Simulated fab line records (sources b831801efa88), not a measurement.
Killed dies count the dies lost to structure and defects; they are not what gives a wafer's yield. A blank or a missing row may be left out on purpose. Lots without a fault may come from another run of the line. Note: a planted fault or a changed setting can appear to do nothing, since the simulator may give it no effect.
Check for tools in common || flow sky130 || Lots sampled 11, wafers sampled 42

## WHY IT WAS OPENED
3 of 11 lots carry a flag on the reading PWDE_RS at SKY_NWELL_RS_MEAS_31. Fault-free wafers read 5278 ohm/sq, with a standard deviation of 19.
Rule: a lot is flagged when every wafer of it that has a number lies more than 4 standard deviations from that mean, or none has a number. The rest of the lots are taken to be sound.

{"lot": "L770", "measured": "day 5 20:08", "on": "film_metro-04", "PWDE_RS (ohm/sq), wafer by wafer": "5268 5282 5288", "flag": ""}
{"lot": "L771", "measured": "day 6 01:10", "on": "film_metro-01", "PWDE_RS (ohm/sq), wafer by wafer": "5290 5281 5287", "flag": ""}
{"lot": "L773", "measured": "day 6 06:19", "on": "film_metro-02", "PWDE_RS (ohm/sq), wafer by wafer": "5275 5268 5254", "flag": ""}
{"lot": "L777", "measured": "day 7 07:44", "on": "film_metro-02", "PWDE_RS (ohm/sq), wafer by wafer": "4948 4953 4953 4957 4956 4952", "flag": "FLAGGED"}
{"lot": "L778", "measured": "day 7 18:59", "on": "film_metro-01", "PWDE_RS (ohm/sq), wafer by wafer": "4948 4951 4957 4952 4964 4955", "flag": "FLAGGED"}
{"lot": "L781", "measured": "day 8 10:58", "on": "film_metro-01", "PWDE_RS (ohm/sq), wafer by wafer": "4991 4984 4975 4984 4969 4966", "flag": "FLAGGED"}
{"lot": "L785", "measured": "day 9 14:59", "on": "film_metro-01", "PWDE_RS (ohm/sq), wafer by wafer": "5265 5256 5274", "flag": ""}
{"lot": "L788", "measured": "day 10 14:03", "on": "film_metro-01", "PWDE_RS (ohm/sq), wafer by wafer": "5300 5304 5306", "flag": ""}
{"lot": "L790", "measured": "day 10 14:43", "on": "film_metro-04", "PWDE_RS (ohm/sq), wafer by wafer": "5302 5307 5295", "flag": ""}
{"lot": "L789", "measured": "day 10 23:46", "on": "film_metro-01", "PWDE_RS (ohm/sq), wafer by wafer": "5276 5297 5289", "flag": ""}
{"lot": "L791", "measured": "day 11 07:58", "on": "film_metro-04", "PWDE_RS (ohm/sq), wafer by wafer": "5264 5251 5235", "flag": ""}
The mean of the flagged lots' numbers is 4962 ohm/sq, -316 ohm/sq from the usual (-17 standard deviations).

## WHICH TOOL EACH LOT WENT THROUGH
The record keeps 1 process step preceding the reading, out of 708 steps on the route. Every cell lists first the tool, next ch and the chambers used by the sampled wafers, and last the start.
{"lot": "L770", "flag": "", "SKY_PWDE_IMPLANT_08": "implanter-02 ch 0, day 4 07:26"}
{"lot": "L771", "flag": "", "SKY_PWDE_IMPLANT_08": "implanter-04 ch 0, day 4 13:04"}
{"lot": "L773", "flag": "", "SKY_PWDE_IMPLANT_08": "implanter-04 ch 0, day 4 18:11"}
{"lot": "L777", "flag": "FLAGGED", "SKY_PWDE_IMPLANT_08": "implanter-04 ch 0, day 5 17:29"}
{"lot": "L778", "flag": "FLAGGED", "SKY_PWDE_IMPLANT_08": "implanter-04 ch 0, day 6 04:17"}
{"lot": "L781", "flag": "FLAGGED", "SKY_PWDE_IMPLANT_08": "implanter-04 ch 0, day 6 15:02"}
{"lot": "L785", "flag": "", "SKY_PWDE_IMPLANT_08": "implanter-01 ch 0, day 7 20:19"}
{"lot": "L788", "flag": "", "SKY_PWDE_IMPLANT_08": "implanter-01 ch 0, day 8 17:17"}
{"lot": "L790", "flag": "", "SKY_PWDE_IMPLANT_08": "implanter-01 ch 0, day 8 17:49"}
{"lot": "L789", "flag": "", "SKY_PWDE_IMPLANT_08": "implanter-04 ch 0, day 8 23:31"}
{"lot": "L791", "flag": "", "SKY_PWDE_IMPLANT_08": "implanter-02 ch 0, day 9 09:44"}
These steps, and what they do:
- SKY_PWDE_IMPLANT_08
- SKY_NWELL_RS_MEAS_31: measures by four-point-probe.

## FLAGGED OVER TOTAL, TOOL BY TOOL (the gauges that took the reading come last)
{"step": "SKY_PWDE_IMPLANT_08", "tool": "implanter-01", "lots run": 3, "flagged": 0, "share of the flagged lots": "none", "sound lots run after its first flagged lot": "-"}
{"step": "SKY_PWDE_IMPLANT_08", "tool": "implanter-02", "lots run": 2, "flagged": 0, "share of the flagged lots": "none", "sound lots run after its first flagged lot": "-"}
{"step": "SKY_PWDE_IMPLANT_08", "tool": "implanter-04", "lots run": 6, "flagged": 3, "share of the flagged lots": "all", "sound lots run after its first flagged lot": "1 (L789)"}
{"step": "SKY_NWELL_RS_MEAS_31", "tool": "film_metro-01", "lots run": 6, "flagged": 2, "share of the flagged lots": "some", "sound lots run after its first flagged lot": "3 (L785,L788,L789)"}
{"step": "SKY_NWELL_RS_MEAS_31", "tool": "film_metro-02", "lots run": 2, "flagged": 1, "share of the flagged lots": "some", "sound lots run after its first flagged lot": 0}
{"step": "SKY_NWELL_RS_MEAS_31", "tool": "film_metro-04", "lots run": 3, "flagged": 0, "share of the flagged lots": "none", "sound lots run after its first flagged lot": "-"}

## WHAT THE TABLE ALLOWS
Rows of the table that ran each flagged lot: 1, that is implanter-04 at SKY_PWDE_IMPLANT_08.
- implanter-04 at SKY_PWDE_IMPLANT_08: 3 of its 6 lots flagged. Sound lots ran on it after the first flagged one (L789), which a lasting fault on the whole tool wouldn't allow. Its own readings (dose_ions_cm2) fall more than 4 standard deviations out on all wafers of the flagged lots.
There is no row in the table that ran each flagged lot and no sound lot after the first.

## WHAT THE SIMULATOR HAD INSERTED
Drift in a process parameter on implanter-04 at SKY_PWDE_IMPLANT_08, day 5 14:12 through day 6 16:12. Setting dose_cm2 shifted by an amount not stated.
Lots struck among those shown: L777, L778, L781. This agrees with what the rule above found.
